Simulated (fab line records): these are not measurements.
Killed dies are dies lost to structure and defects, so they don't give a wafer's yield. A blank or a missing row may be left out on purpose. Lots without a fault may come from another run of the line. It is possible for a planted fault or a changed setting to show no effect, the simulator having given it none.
A struck lot beside a sound one + flow sky130 + 17 steps out of a route of 708
Sound: these wafers, L279.3, L279.4, L279.5. Wafers struck: L292.1, L292.2, L292.4. The cause is named last.
Each step with rows lists, per side, the tool, then ch with its chambers, then its first start. Under that, the readings that differ: sound wafers + struck wafers + difference of the means + sigmas: that difference in standard deviations of wafers without a fault.
alike: readings with means less than 2 such deviations apart, plus words and numbers identical on both sides. not compared: withheld readings, readings lacking a value on some wafer, bounds such as >300 that could conceal the same value, and numbers that have no deviation in the record and whose values overlap.
Wherever a step has rows on one side only, a row that says differs or no value, or a row with sigmas, the two part there. When numbers do not overlap yet have no deviation, they are printed without sigmas and do not part them. A reading missing from all wafers of one side parts the sides only when that side holds two or more wafers.

first, 1 step without rows for these wafers: SKY_LDD_N_IMPLANT_15.
SKY_LDD_N_STRIP_16: strips in O2/N2.
  sound on plasma-asher-01 ch 0,1, day 20 04:20; struck on plasma-asher-01 ch 0,1, day 24 01:21
  alike: drypump-motor-current-A, n2-flow-sccm, oes-product-au, strip-time-to-endpoint-s
  not compared: rf-hours-counter-h
SKY_LDD_N_TW_MEAS_17:
  sound on film-metro-03 at day 20 04:26; struck on film-metro-04 at day 24 01:27
  alike: LDD_N_TW
then, 7 steps without rows for these wafers: SKY_LDD_P_DEHYDRATE_00 (time 60 s); SKY_LDD_P_HMDS_01 (prime time 60 s); SKY_LDD_P_COAT_02 (resist thk 1140 nm); SKY_LDD_P_SOFTBAKE_03 (time 60 s); SKY_LDD_P_EXPOSE_04 (exposes mask PSDM, target cd 380 nm); SKY_LDD_P_PEB_05; SKY_LDD_P_DEVELOP_06 (develop time 60 s).
SKY_LDD_P_CD_MEAS_07: target cd 380 nm.
  sound on cd-sem-02 at day 21 11:48; struck on cd-sem-02 at day 25 07:03
  alike: cd-nm
SKY_LDD_P_OVL_MEAS_08:
  sound on overlay-01 at day 21 11:53; struck on overlay-01 at day 25 07:10
  alike: LDD_P_OVL
SKY_LDD_P_IMPLANT_09:
  sound on implanter-02 ch 0, day 21 11:58; struck on implanter-01 ch 0, day 25 07:31
SKY_LDD_P_STRIP_10: strips in O2/N2.
  sound on plasma-asher-01 ch 0,1, day 21 12:06; struck on plasma-asher-01 ch 0,1, day 25 07:40
  alike: drypump-motor-current-A, n2-flow-sccm, oes-product-au, strip-time-to-endpoint-s
  not compared: rf-hours-counter-h
SKY_LDD_P_TW_MEAS_11:
  sound on film-metro-03 at day 21 12:11; struck on film-metro-03 at day 25 08:02
| reading  | sound       | struck      | difference | sigmas |
|----------|-------------|-------------|------------|--------|
| LDD_P_TW | 641 636 639 | 791 795 794 | +155       | +24    |
then, 1 step without rows for these wafers: SKY_LDD_HVN_DEHYDRATE_00 (time 60 s).
-- a jump in the record: the struck wafers' starts before and after are 24 days apart (it breaks off in module LDD_HVN and resumes in module PAD_OPEN, where the first step shown is number 708 of the route) --
SKY_PAD_OPEN_PROBE_99:
  sound on prober-02 at day 47 07:14; struck on prober-02 at day 49 13:41
| reading                               | sound             | struck            | difference | sigmas |
|---------------------------------------|-------------------|-------------------|------------|--------|
| model.etest.tip-p.rs-ohm-sq           | 6703 6748 6684    | 3894 3921 3922    | -2799      |        |
| model.etest.pfet_01v8.r-on-ohm-um     | 2850 2760 2834    | 2664 2732 2678    | -123       |        |
| model.etest.tip-p.rs-ohm-sq-range     | 163.1 242.8 265.7 | 99.97 110.9 133.6 | -109.04    |        |
| model.etest.pfet_01v8.drive-ua-um     | 194.1 205.1 200.3 | 218.1 214.2 215.2 | +16.0      |        |
| model.etest.pfet_01v8_hvt.drive-ua-um | 145.8 153.9 148.8 | 161.1 159.7 161.6 | +11.3      |        |
| model.etest.pfet_01v8_mvt.drive-ua-um | 158 159.2 157.6   | 161.9 159.9 162.3 | +3.1       |        |
| model.etest.pfet_01v8_lvt.drive-ua-um | 169.7 173.6 170.8 | 179.5 178.3 178.9 | +7.5       |        |
  alike: killed_at_M0_to_M3, killed_at_M4_up, killed-at-contacts, killed-at-front-end, killed-at-other, killed-dies, killed-open, killed-short
  not compared: model.etest.sram-pfet-latch.drive-ua-um

== WHERE THEY PART ==
SKY_LDD_P_TW_MEAS_11 only, going by this record. Later steps at which nothing parts them and some readings are alike: SKY_PAD_OPEN_PROBE_99.

WHY: what the simulator had put in
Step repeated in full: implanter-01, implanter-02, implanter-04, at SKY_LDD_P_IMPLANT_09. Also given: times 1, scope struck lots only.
